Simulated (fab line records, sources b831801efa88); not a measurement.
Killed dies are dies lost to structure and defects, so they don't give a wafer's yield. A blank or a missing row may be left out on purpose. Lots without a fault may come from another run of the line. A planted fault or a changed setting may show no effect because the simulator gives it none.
Which tool did it? | flow gf180mcu | 14 lots, 42 wafers sampled, at 2 steps of a route of 602

WHAT THE GAUGES READ, wafer by wafer
GF_MVSD_TW_MEAS_11.
lot  | measured     | on            | MVSD_TW
L441 | day 4 09:22  | film_metro-02 | 1565 1556 1566
L443 | day 4 22:47  | film_metro-04 | 1562 1568 1566
L447 | day 5 21:22  | film_metro-02 | 1585 1589 1588
L448 | day 6 02:19  | film_metro-02 | 1573 1570 1572
L449 | day 6 09:28  | film_metro-04 | 1568 1567 1570
L451 | day 6 19:58  | film_metro-04 | 1572 1571 1570
L453 | day 7 06:14  | film_metro-04 | 1582 1574 1584
L457 | day 8 08:50  | film_metro-02 | 1594 1584 1597
L459 | day 8 19:19  | film_metro-02 | 1591 1588 1588
L460 | day 9 01:13  | film_metro-04 | 1569 1570 1574
L461 | day 9 04:41  | film_metro-04 | 1576 1578 1566
L462 | day 9 09:11  | film_metro-04 | 1573 1577 1577
L463 | day 10 04:04 | film_metro-01 | 1601 1607 1597
L464 | day 10 05:04 | film_metro-01 | 1597 1603 1599

GF_VT_IMPLANT_TW_MEAS_32.
lot  | measured     | on            | VT_IMPLANT_3_TW
L441 | day 6 20:13  | film_metro-01 | 272.8 273.0 272.8
L443 | day 7 09:44  | film_metro-03 | 265.9 265.1 265.5
L447 | day 8 12:02  | film_metro-01 | 270.4 269.4 269.5
L448 | day 8 15:52  | film_metro-04 | 265.6 267.8 265.0
L449 | day 8 23:40  | film_metro-04 | 266.3 267.7 266.1
L451 | day 9 12:25  | film_metro-03 | 265.3 265.8 267.4
L453 | day 9 23:08  | film_metro-01 | 270.4 270.4 270.7
L457 | day 11 06:10 | film_metro-04 | 267.6 267.4 268.3
L459 | day 11 19:01 | film_metro-01 | 270.7 271.8 271.7
L460 | day 12 00:52 | film_metro-03 | 269.9 268.7 268.0
L461 | day 12 05:38 | film_metro-01 | 271.4 271.0 272.1
L462 | day 12 09:43 | film_metro-03 | 267.2 267.6 268.0
L463 | day 13 07:58 | film_metro-03 | 268.7 266.0 267.4
L464 | day 13 10:01 | film_metro-04 | 268.5 267.4 266.0

WHICH TOOL RAN EACH LOT (tool, then ch and the chambers of the sampled wafers, then the start)
The record holds no process step before these readings.

WHAT THE TOOLS THEMSELVES READ (means of the sampled wafers that have a number; where no wafer has one, the mark that the record gives instead)
The record holds no such reading with a usual standard deviation.

THE ANSWER, worked out from the rows above alone
Rule: what is usual is taken from the lots themselves. Put in order of their means at a reading, lots are off if they are a third of the lots or fewer, leave a main group of 4 or more, and stand apart from it by a gap of 3 or more times the standard deviation of the main group's means; of several such gaps the widest counts. A main group whose means are all the same, to the digits that the tables above print for the reading, isn't used. A lot without any number at a reading at which 4 lots or more have one is off too. The other lots that the step has rows for count as sound. The gauges are gone through in route order, then the tools' own readings, and for those a lot's mean is taken as printed above. The first step at which some lot is off is used, and at that step the reading that is off furthest; a lot without a number counts as furthest.
No lot is off at any reading shown: from this, nothing can be told.

WHAT THE SIMULATOR HAD PUT IN
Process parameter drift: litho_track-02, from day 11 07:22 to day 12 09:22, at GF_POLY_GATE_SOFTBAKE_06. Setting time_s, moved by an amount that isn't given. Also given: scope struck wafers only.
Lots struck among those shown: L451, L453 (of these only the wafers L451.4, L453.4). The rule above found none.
